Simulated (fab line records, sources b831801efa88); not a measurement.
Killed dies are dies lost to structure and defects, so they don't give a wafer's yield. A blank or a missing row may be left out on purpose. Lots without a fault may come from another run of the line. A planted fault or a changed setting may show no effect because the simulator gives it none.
Tool commonality check | flow sky130 | 15 lots, 45 wafers sampled

WHY IT WAS OPENED
At SKY_VT_ADJUST_LVTN_TW_MEAS_21 the reading VT_ADJUST_LVTN_2_TW is flagged on 3 of 15 lots. Wafers without a fault read 186.8, standard deviation 1.6.
Rule: a lot is flagged when every wafer of it that has a number lies more than 4 standard deviations from that mean, or none has a number. The other lots count as sound.

lot  | measured     | on            | VT_ADJUST_LVTN_2_TW, wafer by wafer | flag
L949 | day 8 13:05  | film_metro-01 | 186.3 186.6 186.5                   |
L950 | day 8 19:30  | film_metro-01 | 186.6 186.6 185.8                   |
L951 | day 8 23:11  | film_metro-02 | 186.3 186.3 186.9                   |
L952 | day 9 10:03  | film_metro-02 | 185.0 184.7 184.7                   |
L956 | day 10 16:02 | film_metro-04 | 188.1 189.6 188.3                   |
L959 | day 11 05:52 | film_metro-02 | 184.5 185.2 185.2                   |
L960 | day 11 15:24 | film_metro-02 | 261.7 262.8 262.2                   | FLAGGED
L961 | day 11 20:34 | film_metro-04 | 268.3 266.8 267.1                   | FLAGGED
L962 | day 11 23:53 | film_metro-04 | 267.4 265.6 267.2                   | FLAGGED
L965 | day 12 16:46 | film_metro-04 | 186.4 187.6 186.3                   |
L966 | day 12 23:35 | film_metro-01 | 186.9 186.7 187.1                   |
L967 | day 13 03:07 | film_metro-04 | 189.7 189.5 189.3                   |
L969 | day 13 15:11 | film_metro-04 | 189.6 189.6 189.6                   |
L970 | day 14 00:21 | film_metro-01 | 187.4 188.6 187.2                   |
L971 | day 14 02:01 | film_metro-02 | 184.9 184.0 184.8                   |
The numbers of the flagged lots are 265.5 on average: +78.7 against the usual, or +49 standard deviations.

WHICH TOOL RAN EACH LOT
The record holds 2 process steps before the reading, out of a route of 708 steps. In each cell: the tool, then ch and the chambers that the sampled wafers went through, then the start.
lot  | flag    | SKY_DNWELL_STRIP_08                 | SKY_VT_ADJUST_LVTN_COAT_02
L949 |         | plasma_asher-02 ch 0,1, day 3 08:25 | litho_track-03 ch 0, day 7 02:29
L950 |         | plasma_asher-03 ch 0,1, day 3 12:23 | litho_track-02 ch 0, day 7 08:49
L951 |         | plasma_asher-03 ch 0,1, day 3 17:10 | litho_track-01 ch 0, day 7 12:31
L952 |         | plasma_asher-01 ch 0,1, day 3 23:28 | litho_track-02 ch 0, day 7 21:37
L956 |         | plasma_asher-03 ch 0,1, day 5 00:35 | litho_track-02 ch 0, day 9 04:22
L959 |         | plasma_asher-02 ch 0,1, day 5 14:32 | litho_track-02 ch 0, day 9 20:19
L960 | FLAGGED | plasma_asher-01 ch 0,1, day 5 22:13 | litho_track-02, day 10 05:28
L961 | FLAGGED | plasma_asher-02 ch 0,1, day 6 02:33 | litho_track-02, day 10 10:02
L962 | FLAGGED | plasma_asher-02 ch 0,1, day 6 06:32 | litho_track-03, day 10 13:37
L965 |         | plasma_asher-01 ch 0,1, day 6 21:14 | litho_track-01 ch 0, day 11 04:58
L966 |         | plasma_asher-03 ch 0,1, day 7 03:20 | litho_track-02 ch 0, day 11 11:37
L967 |         | plasma_asher-01 ch 0,1, day 7 09:17 | litho_track-01 ch 0, day 11 16:19
L969 |         | plasma_asher-01 ch 1, day 7 19:23   | litho_track-02 ch 0, day 12 03:08
L970 |         | plasma_asher-02 ch 0,1, day 8 03:10 | litho_track-03 ch 0, day 12 11:17
L971 |         | plasma_asher-03 ch 0,1, day 8 05:34 | litho_track-02 ch 0, day 12 13:34
What these steps do:
- SKY_DNWELL_STRIP_08: strips in O2/N2.
- SKY_VT_ADJUST_LVTN_COAT_02: resist thk 3000 nm.
- SKY_VT_ADJUST_LVTN_TW_MEAS_21

FLAGGED OVER TOTAL, TOOL BY TOOL (the gauges that took the reading come last)
step                          | tool            | lots run | flagged | share of the flagged lots | sound lots run after its first flagged lot
SKY_DNWELL_STRIP_08           | plasma_asher-01 | 5        | 1       | some                      | 3 (L965,L967,L969)
SKY_DNWELL_STRIP_08           | plasma_asher-02 | 5        | 2       | some                      | 1 (L970)
SKY_DNWELL_STRIP_08           | plasma_asher-03 | 5        | 0       | none                      | -
SKY_VT_ADJUST_LVTN_COAT_02    | litho_track-01  | 3        | 0       | none                      | -
SKY_VT_ADJUST_LVTN_COAT_02    | litho_track-02  | 9        | 2       | some                      | 3 (L966,L969,L971)
SKY_VT_ADJUST_LVTN_COAT_02    | litho_track-03  | 3        | 1       | some                      | 1 (L970)
SKY_VT_ADJUST_LVTN_TW_MEAS_21 | film_metro-01   | 4        | 0       | none                      | -
SKY_VT_ADJUST_LVTN_TW_MEAS_21 | film_metro-02   | 5        | 1       | some                      | 1 (L971)
SKY_VT_ADJUST_LVTN_TW_MEAS_21 | film_metro-04   | 6        | 2       | some                      | 3 (L965,L967,L969)

WHAT THE TABLE ALLOWS
No row of the table ran every flagged lot.

WHAT THE SIMULATOR HAD PUT IN
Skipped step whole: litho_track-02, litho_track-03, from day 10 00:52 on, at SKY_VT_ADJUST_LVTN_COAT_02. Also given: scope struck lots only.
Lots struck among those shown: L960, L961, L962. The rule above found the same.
